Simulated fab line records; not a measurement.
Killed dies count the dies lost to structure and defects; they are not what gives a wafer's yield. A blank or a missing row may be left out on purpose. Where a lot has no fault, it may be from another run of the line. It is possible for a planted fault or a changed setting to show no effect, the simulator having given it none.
Chamber matching :: flow sky130 :: SKY_VIA3_CMP_24 on cmp-02 has 4 sister chambers
The step polishes, stops on SiO2, t overpolish 20 s, target thk 0 nm. 22 wafers are shown with their chamber, then 11 later ones without.

## WAFERS PAIRED WITH THEIR CHAMBERS
wafer: L074.1
chamber: 3
motor_current_A (A): 10.0
time_to_endpoint_s (s): 103
retaining_ring_pressure_frac: 0.998

wafer: L074.3
chamber: 2
motor_current_A (A): 10.0
time_to_endpoint_s (s): 98
retaining_ring_pressure_frac: 1.001

wafer: L074.5
chamber: 2
motor_current_A (A): 10.4
time_to_endpoint_s (s): 96
retaining_ring_pressure_frac: 1.011

wafer: L075.1
chamber: 0
motor_current_A (A): 15.1
time_to_endpoint_s (s): 93
retaining_ring_pressure_frac: 1.009

wafer: L075.2
chamber: 2
motor_current_A (A): 10.0
time_to_endpoint_s (s): 99
retaining_ring_pressure_frac: 1.004

wafer: L075.5
chamber: 0
motor_current_A (A): 15.1
time_to_endpoint_s (s): 98
retaining_ring_pressure_frac: 1.014

wafer: L077.4
chamber: 2
motor_current_A (A): 9.9
time_to_endpoint_s (s): 97
retaining_ring_pressure_frac: 0.993

wafer: L077.5
chamber: 3
motor_current_A (A): 9.9
time_to_endpoint_s (s): 96
retaining_ring_pressure_frac: 1.004

wafer: L077.6
chamber: 0
motor_current_A (A): 14.2
time_to_endpoint_s (s): 95
retaining_ring_pressure_frac: 1.007

wafer: L082.4
chamber: 1
motor_current_A (A): 10.5
time_to_endpoint_s (s): 99
retaining_ring_pressure_frac: 0.998

wafer: L082.5
chamber: 2
motor_current_A (A): 10.2
time_to_endpoint_s (s): 99
retaining_ring_pressure_frac: 1.000

wafer: L082.6
chamber: 1
motor_current_A (A): 10.7
time_to_endpoint_s (s): 102
retaining_ring_pressure_frac: 0.996

wafer: L081.1
chamber: 0
motor_current_A (A): 14.8
time_to_endpoint_s (s): 93
retaining_ring_pressure_frac: 1.000

wafer: L081.5
chamber: 2
motor_current_A (A): 10.2
time_to_endpoint_s (s): 95
retaining_ring_pressure_frac: 0.999

wafer: L081.6
chamber: 3
motor_current_A (A): 9.9
time_to_endpoint_s (s): 96
retaining_ring_pressure_frac: 1.005

wafer: L083.1
chamber: 3
motor_current_A (A): 10.0
time_to_endpoint_s (s): 96
retaining_ring_pressure_frac: 1.000

wafer: L083.2
chamber: 1
motor_current_A (A): 10.9
time_to_endpoint_s (s): 104
retaining_ring_pressure_frac: 0.996

wafer: L083.3
chamber: 0
motor_current_A (A): 14.5
time_to_endpoint_s (s): 92
retaining_ring_pressure_frac: 1.003

wafer: L084.3
chamber: 0
motor_current_A (A): 14.8
time_to_endpoint_s (s): 92
retaining_ring_pressure_frac: 1.000

wafer: L084.4
chamber: 3
motor_current_A (A): 9.7
time_to_endpoint_s (s): 99
retaining_ring_pressure_frac: 0.984

wafer: L084.6
chamber: 3
motor_current_A (A): 9.2
time_to_endpoint_s (s): 99
retaining_ring_pressure_frac: 0.998

wafer: L085.3
chamber: 0
motor_current_A (A): 15.2
time_to_endpoint_s (s): 92
retaining_ring_pressure_frac: 1.004

SIGNATURES, as means of the wafers listed above
reading: motor_current_A
chamber 0: 14.814
chamber 1: 10.700
chamber 2: 10.117
chamber 3: 9.783
scatter within a chamber: 0.289

reading: time_to_endpoint_s
chamber 0: 93.57
chamber 1: 101.67
chamber 2: 97.33
chamber 3: 98.17
scatter within a chamber: 2.29

reading: retaining_ring_pressure_frac
chamber 0: 1.00529
chamber 1: 0.99667
chamber 2: 1.00133
chamber 3: 0.99817
scatter within a chamber: 0.00587
Rule: a wafer's distance from a chamber is the root of the sum, over the readings, of the square of ((its reading less the chamber's mean) divided by the reading's scatter). If the next closest chamber is less than 2 further off than the closest, the wafer can't be placed; otherwise it belongs to the closest. How the scatter is found: for the shown wafers, subtract from each reading the mean of its chamber, square and add these, divide the total by (wafers less chambers), then take the root.

## WAFERS WITH NO CHAMBER GIVEN
wafer: L085.5
motor_current_A (A): 14.8
time_to_endpoint_s (s): 88
retaining_ring_pressure_frac: 1.003

wafer: L085.6
motor_current_A (A): 10.1
time_to_endpoint_s (s): 92
retaining_ring_pressure_frac: 0.992

wafer: L095.1
motor_current_A (A): 9.8
time_to_endpoint_s (s): 100
retaining_ring_pressure_frac: 1.002

wafer: L095.2
motor_current_A (A): 9.6
time_to_endpoint_s (s): 101
retaining_ring_pressure_frac: 0.996

wafer: L095.6
motor_current_A (A): 9.8
time_to_endpoint_s (s): 99
retaining_ring_pressure_frac: 0.998

wafer: L096.2
motor_current_A (A): 10.3
time_to_endpoint_s (s): 100
retaining_ring_pressure_frac: 0.999

wafer: L096.5
motor_current_A (A): 14.2
time_to_endpoint_s (s): 97
retaining_ring_pressure_frac: 0.997

wafer: L096.6
motor_current_A (A): 10.2
time_to_endpoint_s (s): 103
retaining_ring_pressure_frac: 0.995

wafer: L097.1
motor_current_A (A): 10.6
time_to_endpoint_s (s): 97
retaining_ring_pressure_frac: 0.998

wafer: L097.4
motor_current_A (A): 11.7
time_to_endpoint_s (s): 102
retaining_ring_pressure_frac: 0.998

wafer: L097.5
motor_current_A (A): 14.7
time_to_endpoint_s (s): 96
retaining_ring_pressure_frac: 0.994

## WHICH CHAMBER EACH ONE RAN IN
wafer: L085.5
from the rows above: 0
in truth: 0

wafer: L085.6
from the rows above: can't be placed: 2 or 3 or 1
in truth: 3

wafer: L095.1
from the rows above: can't be placed: 3 or 2
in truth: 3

wafer: L095.2
from the rows above: can't be placed: 3 or 2
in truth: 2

wafer: L095.6
from the rows above: can't be placed: 3 or 2
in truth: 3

wafer: L096.2
from the rows above: can't be placed: 2 or 1 or 3
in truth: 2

wafer: L096.5
from the rows above: 0
in truth: 0

wafer: L096.6
from the rows above: can't be placed: 1 or 3 or 2
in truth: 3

wafer: L097.1
from the rows above: can't be placed: 2 or 1 or 3
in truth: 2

wafer: L097.4
from the rows above: 1
in truth: 1

wafer: L097.5
from the rows above: 0
in truth: 0
4 of 11 placed correctly. Can't be placed from these rows: 7 (the true chamber is among the candidates in 7). Placed wrongly: 0.
